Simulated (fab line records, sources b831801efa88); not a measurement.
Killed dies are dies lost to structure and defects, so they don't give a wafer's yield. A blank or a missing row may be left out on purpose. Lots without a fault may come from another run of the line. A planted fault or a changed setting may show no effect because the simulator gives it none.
fab line records | flow sky130
record lots=14 wafers=42 last_day=50
route steps=708 shown LOCAL_INTERCONNECT@388 CONTACT@422 METAL1@434
lots that met no fault: from a run of the same line without faults
start_h: hours from the record's first day to the start of the lot's first wafer shown | wait_h: hours since the lot's step before | " the same as in the row above | L1.1+2: a row that stands for several wafers | - no value, or no start given | * or withheld: withheld | < > ~ a bound
route shown NAME@n: a module of which the file shows steps, and the number in the route of the first | usual: mean/standard deviation of fault-free wafers | same: alike in all rows | chamber/n: place in a boat | sites: the reading at each site | _std_site: their standard deviation | _edge_site: outer sites' mean less inner sites' | radius_mm: how far each site lies from the wafer's centre | mask NAME#n: copy n | behind: the tool/chamber that last shaped the wafer | hold: why the lot was held/for how many hours/how that ended | device: the transistor (n, p or np) that didn't switch | end of line: the same wafers' tests at the end of the route | a step without rows: its recipe alone | killed: dies lost to structure and defects at the first sort, not the wafer's yield | map: a wafer's dies, x killed, . not, _ none there
set.NAME: the setting as run; set.NAME@STEP: as run at that earlier step | model.NAME: the simulator's own value behind a step, which no gauge read
steps of the route over a sample of lots; a table a step, a row a wafer
services: from which hour (start_h, from the record's first day; less than 0 if before it) a tool's chamber was out of use, for how many hours, and why
## steps
# step SKY_LOCAL_INTERCONNECT_RS_MEAS_01
# recipe thk_meas_gauge=four-point-probe reads=TiN_of_LOCAL_INTERCONNECT_SPUTTER_00
# usual LOCAL_INTERCONNECT_TIN_RS=14.05/0.13
# columns lot.wafer tool chamber start_h wait_h LOCAL_INTERCONNECT_TIN_RS[ohm/sq]
L226.1 film_metro-03 - 682.23 0.0 14.08
L226.3 " - " " 13.95
L226.6 " - " " 14.00
L227.1 film_metro-03 - 687.28 0.0 14.09
L227.4 " - " " 14.04
L227.6 " - " " 14.09
L228.1 film_metro-01 - 699.33 0.0 14.06
L228.3 " - " " 13.87
L228.4 " - " " 14.10
L230.2 film_metro-04 - 707.22 0.1 14.07
L230.5 " - " " 14.09
L230.6 " - " " 13.99
L231.1 film_metro-04 - 728.18 0.0 14.05
L231.2 " - " " 14.05
L231.4 " - " " 14.00
L232.1 film_metro-03 - 732.13 0.0 14.13
L232.3 " - " " 13.97
L232.4 " - " " 14.04
L233.1 film_metro-03 - 742.75 0.0 14.03
L233.3 " - " " 13.84
L233.6 " - " " 13.83
L234.2 film_metro-03 - 747.52 0.1 13.84
L234.5 " - " " 13.91
L234.6 " - " " 13.98
L235.1 film_metro-03 - 755.23 0.0 14.08
L235.2 " - " " 14.00
L235.5 " - " " 14.09
L238.1 film_metro-03 - 775.43 0.0 14.24
L238.2 " - " " 14.12
L238.6 " - " " 14.20
L243.1 film_metro-03 - 825.14 0.0 14.27
L243.2 " - " " 14.20
L243.6 " - " " 14.15
L245.1 film_metro-04 - 826.73 0.0 14.14
L245.3 " - " " 14.25
L245.4 " - " " 13.95
L246.3 film_metro-01 - 832.67 0.1 14.11
L246.5 " - " " 14.13
L246.6 " - " " 14.25
L247.1 film_metro-03 - 842.05 0.0 14.34
L247.4 " - " " 14.07
L247.6 " - " " 14.11
# step SKY_CONTACT_ETCH_16
# recipe chemistry=N2/H2 target=BARC ion_energy_ev=200 source_w=500 bias_w=100 pressure_mtorr=30 n2_flow_sccm=100 h2_flow_sccm=200 stop_on=SiO2 time_s=45.9 target_depth_a=600
# usual drypump_motor_current_A=5.7/0.55 oes_product_au=0.855/0.0048 rf_fwd_power_W=494.6/2.1 run_length_s=74.14/0.28 throttle_valve_pct=13.226/0.0092
# columns lot.wafer tool chamber start_h wait_h drypump_motor_current_A oes_product_au rf_fwd_power_W rf_hours_counter_h run_length_s throttle_valve_pct
L226.1 rie_diel-02 1 739.13 0.0 5.0 0.859 492.1 13 74.35 13.233
L226.3 " 2 " " 5.7 0.855 493.3 6 74.29 13.222
L226.6 " 1 " " 5.0 0.849 490.5 - 74.73 13.235
L227.1 rie_diel-04 0 744.53 0.0 6.0 0.853 495.4 30 73.90 13.219
L227.4 " 1 " " 5.1 0.845 499.1 4 74.02 13.223
L227.6 " 2 " " 5.8 0.850 494.1 - 74.21 13.226
L228.1 rie_diel-02 2 757.76 0.0 5.7 0.866 493.5 6 74.71 13.233
L228.3 " 3 " " 5.5 0.855 495.5 18 74.07 13.228
L228.4 " 1 " " 5.0 0.861 492.3 14 74.55 13.227
L230.2 rie_diel-04 3 764.82 0.0 5.3 0.853 493.6 17 74.00 13.227
L230.5 " 1 " " 5.2 0.852 498.9 - 73.82 13.229
L230.6 " 2 " " 5.8 0.849 491.7 - 73.99 13.221
L231.1 rie_diel-01 1 784.12 0.0 5.2 0.857 494.8 2 73.93 13.215
L231.2 " 2 " " 6.7 0.859 493.0 18 74.62 13.233
L231.4 " 3 " " 6.5 0.868 498.0 41 73.81 13.223
L232.1 rie_diel-04 1 788.57 0.0 5.1 0.855 496.0 5 73.87 13.224
L232.3 " 0 " " 6.0 0.851 494.7 31 74.57 13.240
L232.4 " 0 " " 6.0 0.852 492.5 - 73.98 13.221
L233.1 rie_diel-04 3 797.83 0.0 5.3 0.857 493.2 18 73.70 13.223
L233.3 " 2 " " 5.8 0.852 493.9 8 74.21 13.238
L233.6 " 2 " " 5.8 0.867 492.0 - 74.12 13.236
L234.2 rie_diel-01 0 803.83 0.0 6.1 0.853 493.1 10 74.13 13.227
L234.5 " 1 " " 5.2 0.853 495.3 - 73.95 13.230
L234.6 " 0 " " 6.1 0.852 495.5 - 74.31 13.239
L235.1 rie_diel-02 2 810.36 0.0 5.7 0.855 495.0 8 74.45 13.215
L235.2 " 3 " " 5.4 0.857 497.7 20 73.75 13.207
L235.5 " 0 " " 6.4 0.861 497.4 - 74.04 13.226
L238.1 rie_diel-01 0 829.98 0.0 6.1 0.859 491.4 10 74.31 13.212
L238.2 " 2 " " 6.7 0.851 496.2 19 74.18 13.232
L238.6 " 3 " " 6.5 0.854 493.8 - 74.04 13.216
L243.1 rie_diel-02 3 878.03 0.0 5.5 0.831 494.2 22 76.18 13.230
L243.2 " 2 " " 5.7 0.833 494.8 11 76.98 13.218
L243.6 " 0 " " 6.4 0.832 492.3 - 76.89 13.230
L245.1 rie_diel-02 1 880.12 0.0 5.0 0.832 493.2 18 76.69 13.208
L245.3 " 3 " " 5.4 0.830 496.8 22 76.46 13.201
L245.4 " 0 " " 6.4 0.827 497.4 10 76.63 13.235
L246.3 rie_diel-01 3 886.77 0.0 6.5 0.849 495.2 2 74.08 13.232
L246.5 " 3 " " 6.5 0.857 493.6 - 73.98 13.230
L246.6 " 0 " " 6.1 0.849 492.9 - 74.05 13.243
L247.1 rie_diel-04 1 895.59 0.0 5.1 0.852 498.0 8 74.08 13.240
L247.4 " 0 " " 6.0 0.857 494.5 1 74.49 13.231
L247.6 " 2 " " 5.7 0.854 493.5 - 74.55 13.214
# step SKY_CONTACT_ETCH_17
# recipe target=SiO2 chemistry=C4F8/O2/Ar stop_on=Si3N4 mask_material=KrF-thick source_w=1500 bias_w=1200 pressure_mtorr=40 c4f8_flow_sccm=withheld O2_flow_sccm=6 Ar_flow_sccm=300 time_s=withheld target_depth_a=3400
# usual oes_product_au=0.891/0.0048 rf_fwd_power_W=1487/5.7
# columns lot.wafer tool chamber start_h wait_h oes_product_au rf_fwd_power_W
L226.1 rie_diel-02 1 739.17 0.0 0.891 1477
L226.3 " 2 " " 0.894 1486
L226.6 " 1 " " 0.891 1493
L227.1 rie_diel-04 0 744.57 0.0 0.902 1496
L227.4 " 1 " " 0.895 1503
L227.6 " 2 " " 0.890 1475
L228.1 rie_diel-02 2 757.80 0.0 0.881 1495
L228.3 " 3 " " 0.890 1487
L228.4 " 1 " " 0.895 1490
L230.2 rie_diel-04 3 764.86 0.0 0.891 1485
L230.5 " 1 " " 0.904 1495
L230.6 " 2 " " 0.892 1481
L231.1 rie_diel-01 1 784.17 0.0 0.891 1488
L231.2 " 2 " " 0.890 1501
L231.4 " 3 " " 0.890 1489
L232.1 rie_diel-04 1 788.62 0.0 0.881 1493
L232.3 " 0 " " 0.890 1484
L232.4 " 0 " " 0.897 1487
L233.1 rie_diel-04 3 797.87 0.0 0.896 1490
L233.3 " 2 " " 0.897 1486
L233.6 " 2 " " 0.892 1481
L234.2 rie_diel-01 0 803.87 0.0 0.890 1482
L234.5 " 1 " " 0.890 1487
L234.6 " 0 " " 0.894 1488
L235.1 rie_diel-02 2 810.40 0.0 0.888 1487
L235.2 " 3 " " 0.893 1487
L235.5 " 0 " " 0.894 1484
L238.1 rie_diel-01 0 830.02 0.0 0.892 1479
L238.2 " 2 " " 0.892 1486
L238.6 " 3 " " 0.897 1487
L243.1 rie_diel-02 3 878.07 0.0 0.898 1486
L243.2 " 2 " " 0.892 1492
L243.6 " 0 " " 0.895 1487
L245.1 rie_diel-02 1 880.17 0.0 0.892 1481
L245.3 " 3 " " 0.884 1490
L245.4 " 0 " " 0.890 1490
L246.3 rie_diel-01 3 886.81 0.0 0.888 1492
L246.5 " 3 " " 0.892 1494
L246.6 " 0 " " 0.899 1491
L247.1 rie_diel-04 1 895.63 0.0 0.897 1504
L247.4 " 0 " " 0.885 1482
L247.6 " 2 " " 0.895 1492
# step SKY_METAL1_SPUTTER_00
# recipe material=Ti target_thk_nm=15 power_w=3000 time_s=10 chamber_pressure_pa=0.4
# usual throttle_valve_pct=30.0/0.88
# columns lot.wafer tool chamber start_h wait_h throttle_valve_pct
L226.1 pvd_sputter-01 - 740.50 0.1 30.5
L226.3 " - " " 29.6
L226.6 " - " " 29.5
L227.1 pvd_sputter-03 - 746.17 0.2 29.8
L227.4 " - " " 29.5
L227.6 " - " " 29.9
L228.1 pvd_sputter-02 - 759.54 0.2 29.2
L228.3 " - " " 29.5
L228.4 " - " " 31.9
L230.2 pvd_sputter-02 - 766.63 0.1 29.2
L230.5 " - " " 32.2
L230.6 " - " " 29.3
L231.1 pvd_sputter-02 - 785.51 0.2 31.9
L231.2 " - " " 29.0
L231.4 " - " " 30.7
L232.1 pvd_sputter-01 - 790.26 0.1 30.6
L232.3 " - " " 29.3
L232.4 " - " " 30.2
L233.1 pvd_sputter-03 - 799.25 0.2 29.9
L233.3 " - " " 29.8
L233.6 " - " " 28.3
L234.2 pvd_sputter-03 - 805.21 0.1 30.0
L234.5 " - " " 29.8
L234.6 " - " " 29.8
L235.1 pvd_sputter-03 - 811.73 0.2 29.9
L235.2 " - " " 28.6
L235.5 " - " " 29.7
L238.1 pvd_sputter-02 - 831.36 0.1 29.9
L238.2 " - " " 32.0
L238.6 " - " " 29.8
L243.1 pvd_sputter-01 - 879.41 0.1 30.4
L243.2 " - " " 29.4
L243.6 " - " " 30.3
L245.1 pvd_sputter-01 - 881.50 0.2 30.6
L245.3 " - " " 30.5
L245.4 " - " " 30.5
L246.3 pvd_sputter-02 - 888.14 0.2 29.5
L246.5 " - " " 29.1
L246.6 " - " " 31.7
L247.1 pvd_sputter-01 - 897.01 0.2 30.5
L247.4 " - " " 30.5
L247.6 " - " " 29.6
## services
# columns tool chamber start_h hours kind
rie_diel-02 3 715.83 10.1 repair
rie_diel-02 2 731.36 3.7 repair
pvd_sputter-03 - 761.98 3.0 repair
rie_diel-04 1 768.69 6.8 repair
rie_diel-04 2 777.00 13.1 repair
rie_diel-01 3 787.43 - clean
rie_diel-01 3 787.43 23.4 scheduled_down
rie_diel-01 3 787.43 23.4 vent_cycle
rie_diel-01 - 792.92 1.2 repair
pvd_sputter-02 - 794.24 9.0 repair
pvd_sputter-01 - 803.65 39.1 repair
rie_diel-01 0 811.80 5.9 repair
rie_diel-02 2 818.28 4.8 repair
rie_diel-04 1 832.15 3.6 repair
rie_diel-04 3 832.53 5.7 repair
rie_diel-04 0 838.31 - clean
rie_diel-04 0 838.31 14.4 scheduled_down
rie_diel-04 0 838.31 14.4 vent_cycle
rie_diel-01 - 841.35 0.4 repair
rie_diel-02 3 890.81 4.0 repair
rie_diel-01 1 892.57 3.4 repair
## key
first_sign step=SKY_CONTACT_ETCH_16 reading=run_length_s direction=up sigmas=9 usual=* struck=*
effect step=SKY_CONTACT_ETCH_16 reading=oes_product_au direction=down sigmas=5.1 usual=0.855 struck=0.831
met_at SKY_CONTACT_ETCH_16
struck_lots L243,L245
sort_left_out L243.1,L243.2,L243.6,L245.1,L245.3,L245.4
tester_left_out L243,L245
not_acting_at SKY_LOCAL_INTERCONNECT_RS_MEAS_01,SKY_CONTACT_ETCH_17,SKY_METAL1_SPUTTER_00
onset_between 810.36 878.03
fault kind=process_parameter_drift tool=rie_diel-02 chamber=- onset_h=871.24 steps=SKY_CONTACT_ETCH_16 channel=time_s offset=* shape=step end_h=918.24 acts_in=* stated=*
# tester_left_out: of these lots the tester's yield and bins aren't shown, on N5 and GAA mostly nor the transistor test; their killed dies are dies lost to structure and defects alone, not to doping, threshold or leakage, so they don't give the yield
# sort_left_out: the simulated sort isn't trusted on such a fault, so these wafers' sort isn't shown, and their yield isn't known
